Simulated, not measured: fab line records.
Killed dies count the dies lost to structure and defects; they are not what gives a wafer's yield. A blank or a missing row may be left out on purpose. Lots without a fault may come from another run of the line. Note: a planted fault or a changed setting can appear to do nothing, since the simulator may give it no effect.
fab line records -- flow gf180mcu
[record] lots = 24, wafers = 72, last_day = 34
route steps=602 shown NSD@262 M2@377 V2@387 V3@445 M4@461 V5@564
lots that met no fault: taken from a fault-free run of the same line
start_h: start of the lot's first displayed wafer, in hours after the record's first day -- wait_h: how many hours have passed since the lot's step before this one -- " as in the row above -- L1.1+2: several wafers, shown together as one row -- - no value present, or no start provided -- * or withheld: withheld -- < > ~ a bound
route shown NAME@n: a module of which the file shows steps, and the number in the route of the first -- usual: mean/standard deviation taken from wafers without a fault -- same: alike in all rows -- chamber/n: place in a boat -- sites: the reading at each site -- _std_site: standard deviation across them -- _edge_site: the outer-site mean with the inner-site mean subtracted -- radius_mm: how far each site lies from the wafer's centre -- mask NAME#n: copy n -- behind: the tool/chamber that last shaped the wafer -- hold: why the lot was held/for how many hours/how that ended -- device: the transistor (n, p or np) that didn't switch -- end of line: the tests these same wafers got at the end of their route -- step lacking rows: just its recipe -- killed: the dies lost at the first sort to structure and to defects; this is not the yield of the wafer -- map: a wafer's dies, marking killed ones x, the rest . and places with no die _
set.NAME: setting as actually run; set.NAME@STEP: the setting as run at that earlier step -- model.NAME: the simulator's own value behind a step, which no gauge read
route steps across a sampled set of lots; one table per step, one row per wafer
services: a tool's chamber out of use, with start hour (start_h, from the record's first day; less than 0 if before it), hours out, and reason
[[steps]]
[step GF_PSD_RS_MEAS_14]
[recipe] thk_meas_gauge = four-point-probe
[usual] NSD_RS = 46.16/0.087
lot.wafer,tool,chamber,start_h,wait_h,NSD_RS[ohm/sq]
L074.3,film_metro-03,-,319.70,0.1,46.02
L074.4,film_metro-03,-,319.70,0.1,46.06
L074.5,film_metro-03,-,319.70,0.1,46.08
L075.2,film_metro-03,-,324.17,0.1,46.18
L075.3,film_metro-03,-,324.17,0.1,46.06
L075.6,film_metro-03,-,324.17,0.1,46.04
L076.1,film_metro-01,-,331.86,0.1,46.11
L076.5,film_metro-01,-,331.86,0.1,46.05
L076.6,film_metro-01,-,331.86,0.1,46.14
L077.2,film_metro-04,-,340.77,0.1,46.28
L077.3,film_metro-04,-,340.77,0.1,46.13
L077.4,film_metro-04,-,340.77,0.1,46.21
L078.1,film_metro-01,-,347.96,0.1,46.17
L078.4,film_metro-01,-,347.96,0.1,46.14
L078.5,film_metro-01,-,347.96,0.1,46.13
L079.2,film_metro-03,-,357.67,0.1,46.11
L079.3,film_metro-03,-,357.67,0.1,46.10
L079.5,film_metro-03,-,357.67,0.1,46.08
L080.1,film_metro-03,-,365.30,0.1,46.14
L080.2,film_metro-03,-,365.30,0.1,46.20
L080.3,film_metro-03,-,365.30,0.1,46.11
L081.1,film_metro-01,-,376.93,0.1,46.02
L081.2,film_metro-01,-,376.93,0.1,46.02
L081.6,film_metro-01,-,376.93,0.1,46.10
L082.1,film_metro-03,-,385.81,0.1,46.12
L082.2,film_metro-03,-,385.81,0.1,46.11
L082.6,film_metro-03,-,385.81,0.1,46.13
L083.1,film_metro-03,-,394.10,0.1,46.06
L083.2,film_metro-03,-,394.10,0.1,46.16
L083.3,film_metro-03,-,394.10,0.1,46.20
L084.1,film_metro-04,-,404.65,0.1,46.32
L084.3,film_metro-04,-,404.65,0.1,46.19
L084.4,film_metro-04,-,404.65,0.1,46.37
L085.3,film_metro-01,-,408.57,0.1,46.18
L085.4,film_metro-01,-,408.57,0.1,46.24
L085.6,film_metro-01,-,408.57,0.1,46.34
L086.1,film_metro-03,-,422.70,0.1,46.22
L086.4,film_metro-03,-,422.70,0.1,45.99
L086.5,film_metro-03,-,422.70,0.1,46.03
L087.3,film_metro-04,-,423.10,0.1,46.19
L087.4,film_metro-04,-,423.10,0.1,46.26
L087.6,film_metro-04,-,423.10,0.1,46.18
L088.1,film_metro-04,-,452.65,0.1,46.12
L088.4,film_metro-04,-,452.65,0.1,46.28
L088.5,film_metro-04,-,452.65,0.1,46.20
L090.1,film_metro-01,-,463.87,0.1,46.10
L090.4,film_metro-01,-,463.87,0.1,46.15
L090.5,film_metro-01,-,463.87,0.1,46.17
L089.3,film_metro-01,-,465.39,0.1,46.10
L089.4,film_metro-01,-,465.39,0.1,46.16
L089.5,film_metro-01,-,465.39,0.1,46.09
L091.2,film_metro-04,-,466.33,0.1,46.14
L091.5,film_metro-04,-,466.33,0.1,46.22
L091.6,film_metro-04,-,466.33,0.1,46.08
L092.2,film_metro-01,-,469.58,0.1,46.01
L092.5,film_metro-01,-,469.58,0.1,46.01
L092.6,film_metro-01,-,469.58,0.1,46.19
L093.2,film_metro-03,-,473.32,0.1,46.15
L093.5,film_metro-03,-,473.32,0.1,46.11
L093.6,film_metro-03,-,473.32,0.1,46.13
L094.1,film_metro-04,-,496.47,0.1,46.14
L094.2,film_metro-04,-,496.47,0.1,46.20
L094.5,film_metro-04,-,496.47,0.1,46.16
L095.1,film_metro-04,-,502.86,0.1,46.13
L095.2,film_metro-04,-,502.86,0.1,46.09
L095.4,film_metro-04,-,502.86,0.1,46.09
L096.2,film_metro-03,-,514.68,0.1,46.22
L096.3,film_metro-03,-,514.68,0.1,46.31
L096.6,film_metro-03,-,514.68,0.1,46.15
L097.1,film_metro-03,-,522.91,0.1,46.17
L097.2,film_metro-03,-,522.91,0.1,46.18
L097.5,film_metro-03,-,522.91,0.1,46.14
[step GF_M2_OVL_MEAS_15]
[usual] M2_OVL = 0/5.5
lot.wafer,tool,chamber,start_h,wait_h,M2_OVL[nm]
L074.3,overlay-01,-,441.83,0.1,7
L074.4,overlay-01,-,441.83,0.1,-3
L074.5,overlay-01,-,441.83,0.1,8
L075.2,overlay-02,-,444.82,0.1,-3
L075.3,overlay-02,-,444.82,0.1,-2
L075.6,overlay-02,-,444.82,0.1,-3
L076.1,overlay-02,-,455.47,0.1,3
L076.5,overlay-02,-,455.47,0.1,-6
L076.6,overlay-02,-,455.47,0.1,6
L077.2,overlay-01,-,463.28,0.1,-1
L077.3,overlay-01,-,463.28,0.1,-8
L077.4,overlay-01,-,463.28,0.1,-1
L078.1,overlay-01,-,471.37,0.1,-3
L078.4,overlay-01,-,471.37,0.1,3
L078.5,overlay-01,-,471.37,0.1,0
L079.2,overlay-01,-,481.72,0.1,2
L079.3,overlay-01,-,481.72,0.1,-3
L079.5,overlay-01,-,481.72,0.1,-1
L080.1,overlay-02,-,491.63,0.1,1
L080.2,overlay-02,-,491.63,0.1,-4
L080.3,overlay-02,-,491.63,0.1,-1
L081.1,overlay-01,-,505.10,0.1,5
L081.2,overlay-01,-,505.10,0.1,1
L081.6,overlay-01,-,505.10,0.1,-6
L082.1,overlay-01,-,512.34,0.1,2
L082.2,overlay-01,-,512.34,0.1,-5
L082.6,overlay-01,-,512.34,0.1,2
L083.1,overlay-02,-,521.62,0.1,7
L083.2,overlay-02,-,521.62,0.1,-9
L083.3,overlay-02,-,521.62,0.1,2
L084.1,overlay-02,-,530.57,0.1,0
L084.3,overlay-02,-,530.57,0.1,-9
L084.4,overlay-02,-,530.57,0.1,-2
L085.3,overlay-02,-,534.68,0.1,3
L085.4,overlay-02,-,534.68,0.1,0
L085.6,overlay-02,-,534.68,0.1,-5
L086.1,overlay-02,-,548.37,0.1,1
L086.4,overlay-02,-,548.37,0.1,-5
L086.5,overlay-02,-,548.37,0.1,-3
L087.3,overlay-02,-,549.73,0.1,5
L087.4,overlay-02,-,549.73,0.1,-3
L087.6,overlay-02,-,549.73,0.1,-3
L088.1,overlay-01,-,576.47,0.1,10
L088.4,overlay-01,-,576.47,0.1,7
L088.5,overlay-01,-,576.47,0.1,7
L090.1,overlay-02,-,584.82,0.1,-2
L090.4,overlay-02,-,584.82,0.1,-1
L090.5,overlay-02,-,584.82,0.1,0
L089.3,overlay-01,-,586.23,0.1,-6
L089.4,overlay-01,-,586.23,0.1,8
L089.5,overlay-01,-,586.23,0.1,-3
L091.2,overlay-01,-,588.67,0.1,4
L091.5,overlay-01,-,588.67,0.1,7
L091.6,overlay-01,-,588.67,0.1,4
L092.2,overlay-02,-,591.27,0.1,3
L092.5,overlay-02,-,591.27,0.1,1
L092.6,overlay-02,-,591.27,0.1,0
L093.2,overlay-01,-,597.93,0.1,4
L093.5,overlay-01,-,597.93,0.1,-5
L093.6,overlay-01,-,597.93,0.1,6
L094.1,overlay-02,-,614.51,0.1,7
L094.2,overlay-02,-,614.51,0.1,-2
L094.5,overlay-02,-,614.51,0.1,-4
L095.1,overlay-01,-,621.41,0.1,-8
L095.2,overlay-01,-,621.41,0.1,-2
L095.4,overlay-01,-,621.41,0.1,-1
L096.2,overlay-01,-,629.72,0.1,-1
L096.3,overlay-01,-,629.72,0.1,-6
L096.6,overlay-01,-,629.72,0.1,8
L097.1,overlay-02,-,637.57,0.1,-5
L097.2,overlay-02,-,637.57,0.1,-9
L097.5,overlay-02,-,637.57,0.1,1
[step GF_V2_BOW_MEAS_05]
[recipe] mode = bow
[usual] V2_BOW = 100/8.3
lot.wafer,tool,chamber,start_h,wait_h,V2_BOW[um]
L074.3,film_metro-02,-,443.20,0.3,91
L074.4,film_metro-02,-,443.20,0.3,97
L074.5,film_metro-02,-,443.20,0.3,93
L075.2,film_metro-01,-,446.23,0.1,112
L075.3,film_metro-01,-,446.23,0.1,105
L075.6,film_metro-01,-,446.23,0.1,107
L076.1,film_metro-04,-,456.73,0.1,90
L076.5,film_metro-04,-,456.73,0.1,84
L076.6,film_metro-04,-,456.73,0.1,102
L077.2,film_metro-01,-,464.55,0.3,91
L077.3,film_metro-01,-,464.55,0.3,102
L077.4,film_metro-01,-,464.55,0.3,96
L078.1,film_metro-01,-,472.64,0.1,109
L078.4,film_metro-01,-,472.64,0.1,93
L078.5,film_metro-01,-,472.64,0.1,94
L079.2,film_metro-04,-,483.00,0.2,92
L079.3,film_metro-04,-,483.00,0.2,95
L079.5,film_metro-04,-,483.00,0.2,89
L080.1,film_metro-01,-,492.89,0.2,104
L080.2,film_metro-01,-,492.89,0.2,86
L080.3,film_metro-01,-,492.89,0.2,93
L081.1,film_metro-04,-,506.40,0.1,97
L081.2,film_metro-04,-,506.40,0.1,94
L081.6,film_metro-04,-,506.40,0.1,93
L082.1,film_metro-04,-,513.63,0.2,96
L082.2,film_metro-04,-,513.63,0.2,101
L082.6,film_metro-04,-,513.63,0.2,87
L083.1,film_metro-04,-,522.88,0.2,118
L083.2,film_metro-04,-,522.88,0.2,110
L083.3,film_metro-04,-,522.88,0.2,109
L084.1,film_metro-04,-,531.83,0.2,113
L084.3,film_metro-04,-,531.83,0.2,107
L084.4,film_metro-04,-,531.83,0.2,111
L085.3,film_metro-01,-,535.97,0.2,97
L085.4,film_metro-01,-,535.97,0.2,100
L085.6,film_metro-01,-,535.97,0.2,93
L086.1,film_metro-02,-,549.66,0.1,105
L086.4,film_metro-02,-,549.66,0.1,110
L086.5,film_metro-02,-,549.66,0.1,110
L087.3,film_metro-02,-,551.06,0.2,94
L087.4,film_metro-02,-,551.06,0.2,96
L087.6,film_metro-02,-,551.06,0.2,99
L088.1,film_metro-04,-,577.85,0.2,103
L088.4,film_metro-04,-,577.85,0.2,90
L088.5,film_metro-04,-,577.85,0.2,103
L090.1,film_metro-02,-,586.08,0.2,99
L090.4,film_metro-02,-,586.08,0.2,100
L090.5,film_metro-02,-,586.08,0.2,87
L089.3,film_metro-04,-,587.61,0.2,109
L089.4,film_metro-04,-,587.61,0.2,112
L089.5,film_metro-04,-,587.61,0.2,112
L091.2,film_metro-02,-,589.95,0.2,85
L091.5,film_metro-02,-,589.95,0.2,86
L091.6,film_metro-02,-,589.95,0.2,93
L092.2,film_metro-01,-,592.55,0.2,109
L092.5,film_metro-01,-,592.55,0.2,115
L092.6,film_metro-01,-,592.55,0.2,98
L093.2,film_metro-02,-,599.20,0.3,92
L093.5,film_metro-02,-,599.20,0.3,88
L093.6,film_metro-02,-,599.20,0.3,96
L094.1,film_metro-02,-,616.12,0.1,112
L094.2,film_metro-02,-,616.12,0.1,109
L094.5,film_metro-02,-,616.12,0.1,112
L095.1,film_metro-01,-,622.71,0.1,108
L095.2,film_metro-01,-,622.71,0.1,99
L095.4,film_metro-01,-,622.71,0.1,108
L096.2,film_metro-01,-,631.00,0.2,100
L096.3,film_metro-01,-,631.00,0.2,107
L096.6,film_metro-01,-,631.00,0.2,101
L097.1,film_metro-01,-,639.12,0.2,101
L097.2,film_metro-01,-,639.12,0.2,89
L097.5,film_metro-01,-,639.12,0.2,105
[step GF_V3_ETCH_16]
[recipe] chemistry = N2/H2, target_depth_a = withheld, overetch_a = withheld, time_s = withheld, target = BARC, ion_energy_ev = 200, source_w = 500, bias_w = 100, pressure_mtorr = 30, n2_flow_sccm = 100, h2_flow_sccm = 200
[usual] drypump_motor_current_A = 5.8/0.51, h2_flow_sccm = 200.1/0.56, oes_product_au = 0.855/0.0049, throttle_valve_pct = 13.224/0.0092
lot.wafer,tool,chamber,start_h,wait_h,drypump_motor_current_A,h2_flow_sccm,oes_product_au,throttle_valve_pct
L074.3,rie_diel-03,1,518.91,0.0,5.7,200.6,0.862,13.226
L074.4,rie_diel-03,2,518.91,0.0,6.4,199.9,0.855,13.222
L074.5,rie_diel-03,0,518.91,0.0,5.8,199.7,0.857,13.220
L075.2,rie_diel-04,2,522.11,0.0,6.2,200.1,0.857,13.229
L075.3,rie_diel-04,3,522.11,0.0,6.3,200.4,0.845,13.214
L075.6,rie_diel-04,1,522.11,0.0,6.0,200.2,0.857,13.233
L076.1,rie_diel-04,1,531.91,0.0,6.0,199.3,0.858,13.219
L076.5,rie_diel-04,1,531.91,0.0,6.0,199.2,0.852,13.216
L076.6,rie_diel-04,0,531.91,0.0,5.0,200.5,0.858,13.221
L077.2,rie_diel-01,2,538.90,0.0,6.4,200.3,0.857,13.227
L077.3,rie_diel-01,3,538.90,0.0,6.5,200.6,0.854,13.207
L077.4,rie_diel-01,1,538.90,0.0,5.6,200.9,0.861,13.231
L078.1,rie_diel-03,0,546.50,0.0,5.8,199.9,0.858,13.218
L078.4,rie_diel-03,1,546.50,0.0,5.7,200.6,0.853,13.240
L078.5,rie_diel-03,0,546.50,0.0,5.8,200.3,0.857,13.237
L079.2,rie_diel-03,1,556.21,0.0,5.8,200.3,0.851,13.213
L079.3,rie_diel-03,0,556.21,0.0,5.8,199.9,0.855,13.232
L079.5,rie_diel-03,0,556.21,0.0,5.8,199.6,0.849,13.221
L080.1,rie_diel-04,1,566.46,0.0,6.0,200.7,0.857,13.219
L080.2,rie_diel-04,0,566.46,0.0,5.0,199.8,0.849,13.232
L080.3,rie_diel-04,3,566.46,0.0,6.3,200.2,0.862,13.238
L081.1,rie_diel-04,1,577.76,0.0,6.0,200.7,0.854,13.224
L081.2,rie_diel-04,2,577.76,0.0,6.2,199.7,0.858,13.219
L081.6,rie_diel-04,3,577.76,0.0,6.3,200.2,0.853,13.220
L082.1,rie_diel-03,1,583.61,0.0,5.7,200.0,0.858,13.216
L082.2,rie_diel-03,0,583.61,0.0,5.8,200.2,0.857,13.226
L082.6,rie_diel-03,1,583.61,0.0,5.8,200.1,0.850,13.207
L083.1,rie_diel-04,0,593.31,0.0,5.0,198.9,0.853,13.238
L083.2,rie_diel-04,1,593.31,0.0,6.0,200.7,0.853,13.222
L083.3,rie_diel-04,2,593.31,0.0,6.2,201.0,0.843,13.226
L084.1,rie_diel-01,1,602.36,0.0,5.5,199.8,0.861,13.230
L084.3,rie_diel-01,3,602.36,0.0,6.5,199.6,0.852,13.218
L084.4,rie_diel-01,2,602.36,0.0,6.4,200.4,0.855,13.227
L085.3,rie_diel-04,2,604.86,0.0,6.2,200.6,0.857,13.237
L085.4,rie_diel-04,0,604.86,0.0,5.0,199.2,0.856,13.226
L085.6,rie_diel-04,2,604.86,0.0,6.2,200.1,0.857,13.226
L086.1,rie_diel-03,1,620.06,0.0,5.8,200.9,0.859,13.212
L086.4,rie_diel-03,2,620.06,0.0,6.5,199.3,0.852,13.227
L086.5,rie_diel-03,0,620.06,0.0,5.8,201.2,0.852,13.230
L087.3,rie_diel-04,3,621.56,0.0,6.3,199.4,0.855,13.227
L087.4,rie_diel-04,2,621.56,0.0,6.2,200.4,0.854,13.212
L087.6,rie_diel-04,3,621.56,0.0,6.3,200.3,0.859,13.241
L088.1,rie_diel-03,1,644.26,0.0,5.8,199.9,0.850,13.235
L088.4,rie_diel-03,0,644.26,0.0,5.8,200.9,0.859,13.215
L088.5,rie_diel-03,3,644.26,0.0,5.0,200.2,0.847,13.222
L090.1,rie_diel-01,1,651.35,0.0,5.5,199.8,0.857,13.214
L090.4,rie_diel-01,3,651.35,0.0,6.5,199.5,0.862,13.234
L090.5,rie_diel-01,3,651.35,0.0,6.5,199.8,0.851,13.225
L089.3,rie_diel-03,3,652.91,0.0,5.0,200.4,0.863,13.235
L089.4,rie_diel-03,0,652.91,0.0,5.8,200.9,0.859,13.218
L089.5,rie_diel-03,3,652.91,0.0,5.0,200.7,0.858,13.213
L091.2,rie_diel-04,1,653.95,0.0,6.0,199.9,0.848,13.218
L091.5,rie_diel-04,2,653.95,0.0,6.2,200.1,0.855,13.214
L091.6,rie_diel-04,3,653.95,0.0,6.3,200.8,0.855,13.215
L092.2,rie_diel-04,1,656.50,0.0,6.0,199.9,0.859,13.231
L092.5,rie_diel-04,3,656.50,0.0,6.2,199.8,0.861,13.218
L092.6,rie_diel-04,2,656.50,0.0,6.2,199.8,0.850,13.206
L093.2,rie_diel-03,3,662.58,0.0,5.0,200.3,0.852,13.218
L093.5,rie_diel-03,3,662.58,0.0,5.0,199.9,0.853,13.235
L093.6,rie_diel-03,1,662.58,0.0,5.8,200.6,0.857,13.226
L094.1,rie_diel-01,3,678.20,0.0,6.5,200.1,0.866,13.219
L094.2,rie_diel-01,0,678.20,0.0,5.1,199.7,0.848,13.231
L094.5,rie_diel-01,0,678.20,0.0,5.1,199.5,0.854,13.217
L095.1,rie_diel-04,1,685.01,0.0,6.0,200.6,0.855,13.225
L095.2,rie_diel-04,2,685.01,0.0,6.2,200.4,0.854,13.231
L095.4,rie_diel-04,0,685.01,0.0,5.0,200.2,0.857,13.244
L096.2,rie_diel-01,3,692.06,0.0,6.5,199.6,0.857,13.219
L096.3,rie_diel-01,2,692.06,0.0,6.4,199.6,0.863,13.235
L096.6,rie_diel-01,0,692.06,0.0,5.1,199.7,0.849,13.227
L097.1,rie_diel-04,2,700.15,0.0,6.2,201.0,0.865,13.224
L097.2,rie_diel-04,1,700.15,0.0,6.0,200.0,0.849,13.219
L097.5,rie_diel-04,1,700.15,0.0,6.0,198.7,0.854,13.213
[step GF_M4_RS_MEAS_05]
[recipe] thk_meas_gauge = four-point-probe, reads = TiN_of_M4_SPUTTER_04+Ti_of_M4_SPUTTER_03+AlCu_of_M4_SPUTTER_02+TiN_of_M4_SPUTTER_01+Ti_of_M4_SPUTTER_00
[usual] M4_ALCU_RS = 0.0713/0.00062
lot.wafer,tool,chamber,start_h,wait_h,M4_ALCU_RS[ohm/sq]
L074.3,film_metro-03,-,520.56,0.1,0.0715
L074.4,film_metro-03,-,520.56,0.1,0.0723
L074.5,film_metro-03,-,520.56,0.1,0.0714
L075.2,film_metro-03,-,523.73,0.0,0.0697
L075.3,film_metro-03,-,523.73,0.0,0.0706
L075.6,film_metro-03,-,523.73,0.0,0.0702
L076.1,film_metro-03,-,533.48,0.0,0.0701
L076.5,film_metro-03,-,533.48,0.0,0.0707
L076.6,film_metro-03,-,533.48,0.0,0.0706
L077.2,film_metro-04,-,540.51,0.0,0.0712
L077.3,film_metro-04,-,540.51,0.0,0.0716
L077.4,film_metro-04,-,540.51,0.0,0.0725
L078.1,film_metro-03,-,548.33,0.0,0.0712
L078.4,film_metro-03,-,548.33,0.0,0.0709
L078.5,film_metro-03,-,548.33,0.0,0.0707
L079.2,film_metro-03,-,557.93,0.0,0.0714
L079.3,film_metro-03,-,557.93,0.0,0.0711
L079.5,film_metro-03,-,557.93,0.0,0.0716
L080.1,film_metro-03,-,568.04,0.0,0.0717
L080.2,film_metro-03,-,568.04,0.0,0.0710
L080.3,film_metro-03,-,568.04,0.0,0.0715
L081.1,film_metro-02,-,579.33,0.0,0.0709
L081.2,film_metro-02,-,579.33,0.0,0.0719
L081.6,film_metro-02,-,579.33,0.0,0.0715
L082.1,film_metro-04,-,585.33,0.0,0.0715
L082.2,film_metro-04,-,585.33,0.0,0.0708
L082.6,film_metro-04,-,585.33,0.0,0.0720
L083.1,film_metro-02,-,594.88,0.0,0.0711
L083.2,film_metro-02,-,594.88,0.0,0.0719
L083.3,film_metro-02,-,594.88,0.0,0.0708
L084.1,film_metro-04,-,603.93,0.0,0.0713
L084.3,film_metro-04,-,603.93,0.0,0.0714
L084.4,film_metro-04,-,603.93,0.0,0.0721
L085.3,film_metro-02,-,606.47,0.1,0.0722
L085.4,film_metro-02,-,606.47,0.1,0.0720
L085.6,film_metro-02,-,606.47,0.1,0.0719
L086.1,film_metro-04,-,621.74,0.0,0.0714
L086.4,film_metro-04,-,621.74,0.0,0.0713
L086.5,film_metro-04,-,621.74,0.0,0.0718
L087.3,film_metro-03,-,623.18,0.1,0.0718
L087.4,film_metro-03,-,623.18,0.1,0.0709
L087.6,film_metro-03,-,623.18,0.1,0.0719
L088.1,film_metro-03,-,645.83,0.0,0.0710
L088.4,film_metro-03,-,645.83,0.0,0.0707
L088.5,film_metro-03,-,645.83,0.0,0.0706
L090.1,film_metro-03,-,653.27,0.0,0.0716
L090.4,film_metro-03,-,653.27,0.0,0.0725
L090.5,film_metro-03,-,653.27,0.0,0.0721
L089.3,film_metro-04,-,654.53,0.1,0.0706
L089.4,film_metro-04,-,654.53,0.1,0.0704
L089.5,film_metro-04,-,654.53,0.1,0.0706
L091.2,film_metro-02,-,655.55,0.0,0.0711
L091.5,film_metro-02,-,655.55,0.0,0.0711
L091.6,film_metro-02,-,655.55,0.0,0.0707
L092.2,film_metro-03,-,658.13,0.0,0.0706
L092.5,film_metro-03,-,658.13,0.0,0.0708
L092.6,film_metro-03,-,658.13,0.0,0.0708
L093.2,film_metro-03,-,664.21,0.0,0.0715
L093.5,film_metro-03,-,664.21,0.0,0.0714
L093.6,film_metro-03,-,664.21,0.0,0.0712
L094.1,film_metro-03,-,679.84,0.0,0.0717
L094.2,film_metro-03,-,679.84,0.0,0.0709
L094.5,film_metro-03,-,679.84,0.0,0.0718
L095.1,film_metro-02,-,686.61,0.0,0.0715
L095.2,film_metro-02,-,686.61,0.0,0.0718
L095.4,film_metro-02,-,686.61,0.0,0.0721
L096.2,film_metro-03,-,693.65,0.0,0.0711
L096.3,film_metro-03,-,693.65,0.0,0.0713
L096.6,film_metro-03,-,693.65,0.0,0.0712
L097.1,film_metro-02,-,701.73,0.0,0.0708
L097.2,film_metro-02,-,701.73,0.0,0.0707
L097.5,film_metro-02,-,701.73,0.0,0.0708
[step GF_V5_RS_MEAS_24]
[recipe] thk_meas_gauge = four-point-probe, reads = W_of_V5_CVD_23+TiN_of_V5_SPUTTER_22+Ti_of_V5_SPUTTER_21
[usual] V5_W_RS = 0.329/0.0047
lot.wafer,tool,chamber,start_h,wait_h,V5_W_RS[ohm/sq]
L074.3,film_metro-01,-,635.49,0.1,0.332
L074.4,film_metro-01,-,635.49,0.1,0.329
L074.5,film_metro-01,-,635.49,0.1,0.333
L075.2,film_metro-01,-,638.24,0.1,0.335
L075.3,film_metro-01,-,638.24,0.1,0.335
L075.6,film_metro-01,-,638.24,0.1,0.331
L076.1,film_metro-02,-,645.70,0.1,0.330
L076.5,film_metro-02,-,645.70,0.1,0.330
L076.6,film_metro-02,-,645.70,0.1,0.329
L077.2,film_metro-02,-,650.98,0.1,0.325
L077.3,film_metro-02,-,650.98,0.1,0.330
L077.4,film_metro-02,-,650.98,0.1,0.326
L078.1,film_metro-02,-,660.74,0.1,0.323
L078.4,film_metro-02,-,660.74,0.1,0.318
L078.5,film_metro-02,-,660.74,0.1,0.319
L079.2,film_metro-02,-,668.08,0.1,0.327
L079.3,film_metro-02,-,668.08,0.1,0.327
L079.5,film_metro-02,-,668.08,0.1,0.329
L080.1,film_metro-01,-,676.30,0.1,0.337
L080.2,film_metro-01,-,676.30,0.1,0.319
L080.3,film_metro-01,-,676.30,0.1,0.318
L081.1,film_metro-03,-,686.26,0.1,0.333
L081.2,film_metro-03,-,686.26,0.1,0.333
L081.6,film_metro-03,-,686.26,0.1,0.330
L082.1,film_metro-01,-,690.81,0.1,0.330
L082.2,film_metro-01,-,690.81,0.1,0.328
L082.6,film_metro-01,-,690.81,0.1,0.330
L083.1,film_metro-02,-,698.55,0.1,0.322
L083.2,film_metro-02,-,698.55,0.1,0.329
L083.3,film_metro-02,-,698.55,0.1,0.324
L084.1,film_metro-03,-,707.56,0.1,0.327
L084.3,film_metro-03,-,707.56,0.1,0.333
L084.4,film_metro-03,-,707.56,0.1,0.321
L085.3,film_metro-01,-,710.08,0.2,0.332
L085.4,film_metro-01,-,710.08,0.2,0.331
L085.6,film_metro-01,-,710.08,0.2,0.336
L086.1,film_metro-02,-,723.50,0.1,0.327
L086.4,film_metro-02,-,723.50,0.1,0.327
L086.5,film_metro-02,-,723.50,0.1,0.329
L087.3,film_metro-02,-,724.57,0.1,0.337
L087.4,film_metro-02,-,724.57,0.1,0.334
L087.6,film_metro-02,-,724.57,0.1,0.333
L088.1,film_metro-02,-,744.51,0.1,0.319
L088.4,film_metro-02,-,744.51,0.1,0.317
L088.5,film_metro-02,-,744.51,0.1,0.320
L090.1,film_metro-02,-,749.92,0.1,0.338
L090.4,film_metro-02,-,749.92,0.1,0.334
L090.5,film_metro-02,-,749.92,0.1,0.333
L089.3,film_metro-01,-,752.70,0.1,0.326
L089.4,film_metro-01,-,752.70,0.1,0.330
L089.5,film_metro-01,-,752.70,0.1,0.330
L091.2,film_metro-03,-,753.07,0.1,0.321
L091.5,film_metro-03,-,753.07,0.1,0.330
L091.6,film_metro-03,-,753.07,0.1,0.321
L092.2,film_metro-02,-,754.21,0.1,0.338
L092.5,film_metro-02,-,754.21,0.1,0.327
L092.6,film_metro-02,-,754.21,0.1,0.334
L093.2,film_metro-03,-,759.22,0.1,0.334
L093.5,film_metro-03,-,759.22,0.1,0.337
L093.6,film_metro-03,-,759.22,0.1,0.331
L094.1,film_metro-02,-,773.76,0.1,0.325
L094.2,film_metro-02,-,773.76,0.1,0.327
L094.5,film_metro-02,-,773.76,0.1,0.326
L095.1,film_metro-01,-,778.85,0.1,0.329
L095.2,film_metro-01,-,778.85,0.1,0.325
L095.4,film_metro-01,-,778.85,0.1,0.328
L096.2,film_metro-02,-,785.22,0.1,0.334
L096.3,film_metro-02,-,785.22,0.1,0.333
L096.6,film_metro-02,-,785.22,0.1,0.335
L097.1,film_metro-01,-,792.45,0.1,0.336
L097.2,film_metro-01,-,792.45,0.1,0.336
L097.5,film_metro-01,-,792.45,0.1,0.336
[[services]]
tool,chamber,start_h,hours,kind
rie_diel-04,3,535.33,2.6,repair
rie_diel-01,1,557.03,-,clean
rie_diel-01,1,557.03,20.0,scheduled_down
rie_diel-01,1,557.03,20.0,vent_cycle
rie_diel-01,2,573.15,15.4,repair
rie_diel-04,3,589.06,4.6,repair
rie_diel-03,2,649.39,36.9,repair
rie_diel-04,2,688.59,2.5,repair
rie_diel-01,1,689.44,8.4,repair
[[key]]
fault none
